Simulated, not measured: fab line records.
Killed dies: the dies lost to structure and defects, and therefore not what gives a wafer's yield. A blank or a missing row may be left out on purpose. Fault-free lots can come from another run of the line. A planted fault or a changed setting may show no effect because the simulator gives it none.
8D (eight disciplines) problem report, filled in by code -- flow sky130 -- the parts of the form that need people (team, actions taken, sign-off) are left out

1. THE ISSUE
Mean of killedAtOther at SKY_PAD_OPEN_PROBE_99: 47.0 across 6 wafers in 2 lots; on wafers with no fault it is 0.3 (standard deviation 0.52). That puts it +90 standard deviations away from the usual mean.
Seen first at day 49 10:47 on prober-01, wafer L590.1. Wafers with a number at this step in the record: 6, from 2 lots. Rule for "out" (also "out of limits"): further than 4 standard deviations from the usual mean. The rest of the wafers with a number are treated as sound.

2. WHAT IT IS; WHAT IT IS NOT
question,is,is not
which readings at this step,killedAtOther,"killed_at_M0_to_M3, killedAtContacts, killedOpen, killedShort"
which lots,"L590, L591",-
which wafers of those lots,all that have a number,-
read on which tools,"prober-01, prober-02",-
when,from day 49 10:47,up to then (0 sound wafers)

3. THE SUSPECTS, EACH WITH WHAT RULES IT OUT
Counting: a tool stays on the suspect list if, at a process step up to the reading, it processed all lots that are out and no sound lot following the first of them.
- plasmaAsher-02 at SKY_RES_XHIGH_STRIP_08 (strips in O2/N2): kept. It ran every lot that is out, first L590 (day 31 20:04), and no sound lot after that.
- rieDiel-03 at SKY_VIA2_ETCH_14 (etches BARC in N2/H2, stops on SiO2, time 45.9 s, target depth 60 nm): kept. It ran every lot that is out, first L590 (day 40 21:19), and no sound lot after that.
- rieDiel-04 at SKY_VIA3_ETCH_15 (etches SiO2 in C4F8/O2/Ar, stops on TiN, target depth 507 nm, time 78 s): kept. It ran every lot that is out, first L590 (day 43 23:11), and no sound lot after that.
Left after counting: plasmaAsher-02 at SKY_RES_XHIGH_STRIP_08, rieDiel-03 at SKY_VIA2_ETCH_14, rieDiel-04 at SKY_VIA3_ETCH_15.

4. THE CAUSE (what the simulator had put in)
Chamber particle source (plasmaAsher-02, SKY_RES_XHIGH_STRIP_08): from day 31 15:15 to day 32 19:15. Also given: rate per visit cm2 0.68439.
Counting left 3 suspects, and this tool is among them.

5. THE EFFECT CHAIN, in route order
One row per reading whose mean, taken over the struck wafers that have a number, lies over 3 standard deviations from the usual. Readings are gone through only where the record gives a usual standard deviation; hours: the median, over the lots, of the time from a lot's start at the first step in this table giving one to that lot's start at this step; sigmas: the change measured in usual standard deviations.
hours,step,reading,usual,on struck wafers,change,sigmas
0,SKY_PAD_OPEN_PROBE_99,killedAtOther,0.3,47.0,+46.7,+90
0,SKY_PAD_OPEN_PROBE_99,killedDies,89,135,+46,+4.6
It contains these process steps:
- SKY_PAD_OPEN_PROBE_99

6. HOW IT WOULD HAVE BEEN CAUGHT EARLIER
First out-of-limits reading in this record: day 49 10:47, which is 428 hours after fault onset at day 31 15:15.
No tool reading at SKY_RES_XHIGH_STRIP_08 that has a usual standard deviation in the record was out on any struck wafer, so an alarm limit of 4 standard deviations on those readings would not have fired.
Each of the lots that are out, 2 in all, had begun SKY_RES_XHIGH_STRIP_08 on plasmaAsher-02 no later than day 49 10:47. Had the tool been put on hold then, not one of them would have been saved.
